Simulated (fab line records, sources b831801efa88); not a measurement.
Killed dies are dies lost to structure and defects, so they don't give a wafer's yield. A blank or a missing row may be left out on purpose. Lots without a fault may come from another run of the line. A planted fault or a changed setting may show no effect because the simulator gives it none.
Problem report in the 8D (eight disciplines) form, filled by code | flow gf180mcu | the parts of the form that need people (team, actions taken, sign-off) are left out

1. THE PROBLEM
oes_product_au at GF_M4_METAL_ETCH_16 reads a mean of 0.806 a.u. on 3 wafers of 2 lots; wafers without a fault read 0.991 a.u. with a standard deviation of 0.0051. That is -36 standard deviations from the usual mean.
The step: etches the open film in Cl2/BCl3, stops on SiO2, target depth 750.8 nm, time 125.1 s.
First seen on wafer L769.2, day 28 13:34, on rie_metal-04. The record holds 42 wafers of 14 lots with a number at this step. Rule for "out", or "out of limits": more than 4 standard deviations from the usual mean. The other wafers with a number count as sound.

2. WHAT IT IS AND WHAT IT IS NOT
question                    | is                                 | is not
which readings at this step | oes_product_au, throttle_valve_pct | chamber_pressure_mTorr, drypump_motor_current_A
which lots                  | L769, L770                         | L753, L755, L757, L758, L759, L760, L761, L762, L765, L773, L775, L776
which wafers of those lots  | L769.2, L769.3, L770.2             | L769.4, L770.4, L770.6
read on which tools         | rie_metal-04                       | rie_metal-02, rie_metal-03
when                        | from day 28 13:34                  | up to then (28 sound wafers); but 11 sound wafers of L770, L773, L775, L776 came after

3. SUSPECTS, AND WHAT RULES EACH OUT
Counting: a tool at a process step up to the reading stays a suspect if it ran every lot that is out. Sound lots after the first of them don't rule it out here, since some wafers of a struck lot are sound.
- rie_metal-04 at GF_M4_METAL_ETCH_16 (etches the open film in Cl2/BCl3, stops on SiO2, target depth 750.8 nm, time 125.1 s): kept. It ran every lot that is out, first L769 (day 28 13:34); its last sound lot up to then is L765 (day 27 16:31). Its own readings are out on those wafers: oes_product_au, throttle_valve_pct.
Left after counting: rie_metal-04 at GF_M4_METAL_ETCH_16.

4. THE CAUSE (what the simulator had put in)
Process parameter drift: rie_metal-04, from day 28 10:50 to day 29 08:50, at GF_M4_METAL_ETCH_16. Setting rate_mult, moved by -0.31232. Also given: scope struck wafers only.
Counting left only this tool.

5. THE CHAIN OF EFFECTS, in route order
Each row: a reading whose mean over the struck wafers that have a number lies more than 3 standard deviations from the usual. Only readings for which the record gives a usual standard deviation are gone through. hours: the time from each lot's start at the first step in this table that gives one to its start at this step, as a median over the lots. sigmas: the change in usual standard deviations.
hours | step                | reading                  | usual      | on struck wafers | change | sigmas
0     | GF_M4_METAL_ETCH_16 | oes_product_au           | 0.991 a.u. | 0.806            | -0.185 | -36
0     | GF_M4_METAL_ETCH_16 | throttle_valve_pct       | 28.229 %   | 28.437           | +0.208 | +21
0     | GF_M4_STRIP_17      | oes_product_au           | 0.538 a.u. | 0.574            | +0.036 | +7.0
0     | GF_M4_STRIP_17      | strip_time_to_endpoint_s | 7.38 s     | 8.30             | +0.92  | +22
The process steps in it:
- GF_M4_METAL_ETCH_16: etches the open film in Cl2/BCl3, stops on SiO2, target depth 750.8 nm, time 125.1 s.
- GF_M4_STRIP_17: strips in O2/N2.

6. WHAT WOULD HAVE CAUGHT IT SOONER
In this record the first reading out of limits was taken at day 28 13:34, 3 hours after the fault began at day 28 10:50.
